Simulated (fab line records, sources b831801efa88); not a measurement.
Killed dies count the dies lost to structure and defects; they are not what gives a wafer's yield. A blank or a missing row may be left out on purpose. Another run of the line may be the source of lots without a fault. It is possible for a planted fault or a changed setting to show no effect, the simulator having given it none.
2 desks looking at one fault ; flow gf180mcu ; numbers are kept per desk, each desk with only its own; the story behind them comes last

DESK OF THE TOOL OWNER: implanter-02
The tool's own readings at GF_MVSD_IMPLANT_09, given as means over the sampled wafers that have a number, one for each lot that went through this tool. If a lot's mean is further than 4 standard deviations from the usual mean, the lot is out of limits and carries the mark OUT (the distance appears in the brackets).
Columns: A = dose_ions_cm2 at GF_MVSD_IMPLANT_09, usual 5e+12; B = tilt_deg at GF_MVSD_IMPLANT_09, usual -0.002 degrees
lot;first seen here;A;B
L935;day 4 10:28;5e+12;0.017
L936;day 4 15:28;5e+12;0.002
L940;day 5 14:25;5e+12;0.007
L946;day 7 03:58;5e+12;5.411 (+99 or more) OUT
L951;day 8 08:46;5e+12;5.419 (+99 or more) OUT
This desk finds L946, L951 out of limits, L946 being first, at day 7 03:58 (tilt_deg at GF_MVSD_IMPLANT_09). L935, L936, L940 stayed within limits.

FROM THE METROLOGY DESK
What the gauges read, lot by lot, whatever tool the lot ran on: means of the sampled wafers that have a number. If a lot's mean is further than 4 standard deviations from the usual mean, the lot is out of limits and carries the mark OUT (the distance appears in the brackets).
Columns: A = V2_OVL at GF_V2_OVL_MEAS_15, usual -2 nm; B = V3_CVD_00_THK at GF_V3_THK_MEAS_01, usual 600 nm
lot;first seen here;A;B
L935;day 20 03:09;-2;609
L936;day 20 13:47;-7;607
L937;day 20 23:34;4;608
L939;day 21 21:07;-6;600
L940;day 22 02:26;-8;604
L941;day 22 14:04;0;597
L945;day 24 04:40;-9;596
L946;day 24 10:31;-1;600
L947;day 24 17:10;-9;603
L951;day 25 20:45;-3;593
L952;day 26 03:54;0;599
L953;day 26 08:31;-5;604
L954;day 26 19:50;1;600
L955;day 27 05:03;1;592
This desk found nothing out of limits on any of the 14 lots.

BROUGHT TOGETHER
On L946, L951, at day 7 03:58, an alarm was possible from the tool owner's desk.
Nothing out of limits was seen by the metrology desk.
The metrology desk has L946, L951 on record, within its limits.
Of the lots named, all ran GF_MVSD_IMPLANT_09 on implanter-02.

WHAT HAD BEEN PUT IN BY THE SIMULATOR
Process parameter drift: implanter-02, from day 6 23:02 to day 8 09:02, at GF_MVSD_IMPLANT_09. The setting tilt_deg was moved by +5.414, starting from 0. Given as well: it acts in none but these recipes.
Shown lots that were struck: L946, L951.
How many hours passed from the start of the fault until each desk's first out-of-limits reading: the tool owner's desk, 5.
